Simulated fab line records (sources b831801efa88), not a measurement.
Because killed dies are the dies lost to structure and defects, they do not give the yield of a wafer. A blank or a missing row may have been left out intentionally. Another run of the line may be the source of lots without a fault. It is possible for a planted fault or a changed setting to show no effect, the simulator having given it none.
Check of tool commonality ; flow sky130 ; Sample size 13 lots and 39 wafers

## WHY THIS WAS OPENED
SKY_NWELL_TW_MEAS_26, reading NWELL_2_TW: flagged on 1 of 13 lots. Fault-free wafers read 498, with a standard deviation of 3.7.
Rule: a lot is flagged in two cases, either no wafer of it has a number, or all its wafers with numbers fall more than 4 standard deviations from that mean. The other lots count as sound.

lot;measured;on;NWELL_2_TW, wafer by wafer;flag
L531;day 5 05:59;filmMetro-01;502 498 500;
L532;day 5 11:01;filmMetro-01;495 496 498;
L533;day 5 22:07;filmMetro-01;498 498 497;
L534;day 6 01:31;filmMetro-04;500 501 500;
L535;day 6 08:25;filmMetro-03;495 495 495;
L536;day 6 13:01;filmMetro-04;500 501 496;
L538;day 7 01:13;filmMetro-01;499 503 500;
L539;day 7 05:49;filmMetro-03;496 494 496;
L544;day 8 12:56;filmMetro-04;30 30 30;FLAGGED
L549;day 10 09:44;filmMetro-04;502 502 502;
L552;day 10 15:22;filmMetro-01;498 497 499;
L551;day 10 15:46;filmMetro-01;501 499 498;
L554;day 11 08:49;filmMetro-03;490 491 488;
The numbers of the flagged lots are 30 on average: -468 against the usual, or -99 or more standard deviations.

## WHICH TOOL RAN EACH LOT
Before the reading, the record contains 3 process steps out of a 708-step route. Each cell gives the tool, then ch followed by the chambers the sampled wafers passed through, then the start.
lot;flag;SKY_PWDE_STRIP_09;SKY_NWELL_STRIP_14;SKY_NWELL_STRIP_25
L531;;plasmaAsher-03 ch 0,1, day 3 19:32;plasmaAsher-01 ch 0,1, day 4 12:49;plasmaAsher-02 ch 0,1, day 5 05:53
L532;;plasmaAsher-04 ch 0,1, day 4 00:26;plasmaAsher-04 ch 0,1, day 4 17:40;plasmaAsher-01 ch 0,1, day 5 10:55
L533;;plasmaAsher-03 ch 0,1, day 4 09:58;plasmaAsher-02 ch 0,1, day 5 03:31;plasmaAsher-02 ch 0,1, day 5 22:01
L534;;plasmaAsher-02 ch 0,1, day 4 13:29;plasmaAsher-02 ch 0,1, day 5 07:46;plasmaAsher-02 ch 0,1, day 6 01:25
L535;;plasmaAsher-03 ch 0,1, day 4 19:16;plasmaAsher-01 ch 0,1, day 5 13:28;plasmaAsher-04 ch 1, day 6 08:19
L536;;plasmaAsher-03 ch 0,1, day 4 23:59;plasmaAsher-04 ch 0,1, day 5 18:40;plasmaAsher-04 ch 0,1, day 6 12:55
L538;;plasmaAsher-04 ch 0,1, day 5 12:17;plasmaAsher-01 ch 0,1, day 6 07:11;plasmaAsher-01 ch 0,1, day 7 01:07
L539;;plasmaAsher-03 ch 0,1, day 5 16:43;plasmaAsher-04 ch 0,1, day 6 11:22;plasmaAsher-01 ch 0,1, day 7 05:43
L544;FLAGGED;plasmaAsher-03 ch 0,1, day 6 21:17;plasmaAsher-01 ch 0,1, day 7 16:55;plasmaAsher-02 ch 0,1, day 8 12:50
L549;;plasmaAsher-03 ch 0,1, day 8 13:34;plasmaAsher-02 ch 0,1, day 9 11:11;plasmaAsher-04 ch 0,1, day 10 09:37
L552;;plasmaAsher-02 ch 0,1, day 8 19:34;plasmaAsher-02 ch 0,1, day 9 16:52;plasmaAsher-01 ch 0,1, day 10 15:16
L551;;plasmaAsher-03 ch 0,1, day 8 19:55;plasmaAsher-01 ch 0,1, day 9 17:25;plasmaAsher-02 ch 0,1, day 10 15:38
L554;;plasmaAsher-03 ch 0,1, day 9 11:04;plasmaAsher-01 ch 0,1, day 10 09:34;plasmaAsher-04 ch 0,1, day 11 08:43
What the steps here do:
- SKY_PWDE_STRIP_09: strips in O2/N2.
- SKY_NWELL_STRIP_14: strips in O2/N2.
- SKY_NWELL_STRIP_25: strips in O2/N2.
- SKY_NWELL_TW_MEAS_26

## FLAGGED AGAINST TOTAL, ONE TOOL AT A TIME (gauges that did the reading follow at the end)
step;tool;lots run;flagged;share of the flagged lots;sound lots run after its first flagged lot
SKY_PWDE_STRIP_09;plasmaAsher-02;2;0;none;-
SKY_PWDE_STRIP_09;plasmaAsher-03;9;1;all;3 (L549,L551,L554)
SKY_PWDE_STRIP_09;plasmaAsher-04;2;0;none;-
SKY_NWELL_STRIP_14;plasmaAsher-01;6;1;all;2 (L551,L554)
SKY_NWELL_STRIP_14;plasmaAsher-02;4;0;none;-
SKY_NWELL_STRIP_14;plasmaAsher-04;3;0;none;-
SKY_NWELL_STRIP_25;plasmaAsher-01;4;0;none;-
SKY_NWELL_STRIP_25;plasmaAsher-02;5;1;all;1 (L551)
SKY_NWELL_STRIP_25;plasmaAsher-04;4;0;none;-
SKY_NWELL_TW_MEAS_26;filmMetro-01;6;0;none;-
SKY_NWELL_TW_MEAS_26;filmMetro-03;3;0;none;-
SKY_NWELL_TW_MEAS_26;filmMetro-04;4;1;all;1 (L549)

## WHAT IS ALLOWED BY THE TABLE
4 rows of the table ran every flagged lot: plasmaAsher-03 at SKY_PWDE_STRIP_09, plasmaAsher-01 at SKY_NWELL_STRIP_14, plasmaAsher-02 at SKY_NWELL_STRIP_25, filmMetro-04 at SKY_NWELL_TW_MEAS_26.
- plasmaAsher-03 at SKY_PWDE_STRIP_09 ran 9 lots, 1 of them flagged. Lots that were sound ran on it after the first flagged one (L549, L551, L554); a persistent fault on the entire tool would not allow that.
- plasmaAsher-01 at SKY_NWELL_STRIP_14 ran 6 lots, 1 of them flagged. Lots that were sound ran on it after the first flagged one (L551, L554); a persistent fault on the entire tool would not allow that. Its own readings (oesProductAu) fall more than 4 standard deviations out on all wafers of the flagged lots.
- plasmaAsher-02 at SKY_NWELL_STRIP_25 ran 5 lots, 1 of them flagged. Lots that were sound ran on it after the first flagged one (L551); a persistent fault on the entire tool would not allow that. Its own readings (stripTimeToEndpointS) fall more than 4 standard deviations out on all wafers of the flagged lots.
- filmMetro-04 at SKY_NWELL_TW_MEAS_26 ran 4 lots, 1 of them flagged. Lots that were sound ran on it after the first flagged one (L549); a persistent fault on the entire tool would not allow that.
None of the table's rows ran every flagged lot and, after the first, no sound lot.

## WHAT WAS PUT IN BY THE SIMULATOR
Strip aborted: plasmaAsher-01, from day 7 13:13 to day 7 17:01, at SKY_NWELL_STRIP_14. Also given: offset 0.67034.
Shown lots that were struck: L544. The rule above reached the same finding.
